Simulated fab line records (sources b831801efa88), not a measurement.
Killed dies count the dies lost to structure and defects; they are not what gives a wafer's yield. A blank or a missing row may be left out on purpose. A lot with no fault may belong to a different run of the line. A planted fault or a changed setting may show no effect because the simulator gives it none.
Matching of chambers    flow gf180mcu    GF_V4_CVD_02 on pecvd-03 has 3 sister chambers
The step deposits SiO2 from TEOS, target thk 850 nm, time 94.851 s. 6 wafers are shown with their chamber, then 11 later ones without.

== WAFERS PAIRED WITH THEIR CHAMBERS ==
wafer   chamber  heater power w (W)
L083.1  2        540
L083.5  0        519
L083.6  2        571
L082.5  1        1039
L082.6  0        503
L085.1  1        977

== WAFERS MISSING THEIR CHAMBER ==
wafer   heater power w (W)
L085.2  578
L085.4  584
L087.1  582
L087.3  597
L087.4  629
L088.1  1004
L088.2  580
L088.3  1048
L091.2  1024
L091.4  526
L091.5  868

== EACH ONE'S CHAMBER ==
wafer   from the rows above      in truth
L085.2  can't be placed: 2 or 0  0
L085.4  can't be placed: 2 or 0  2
L087.1  can't be placed: 2 or 0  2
L087.3  can't be placed: 2 or 0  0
L087.4  can't be placed: 2 or 0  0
L088.1  1                        1
L088.2  can't be placed: 2 or 0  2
L088.3  1                        1
L091.2  1                        1
L091.4  can't be placed: 0 or 2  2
L091.5  1                        1
Correctly placed: 4 of 11. From these rows, 7 cannot be placed; in 7 the true chamber is one of the candidates. Placed wrongly: 0.
How it was worked out, from the rows above alone: a wafer's distance from a chamber is the root of the sum, over the readings, of the square of ((its reading less the chamber's mean) divided by the reading's scatter). If the next closest chamber is less than 2 further off than the closest, the wafer can't be placed; otherwise it belongs to the closest. The mean given for a chamber averages the wafers shown for that chamber. The scatter: take each reading less its chamber's mean, square it, sum over the shown wafers, divide by the number of wafers less the number of chambers, and take the root.
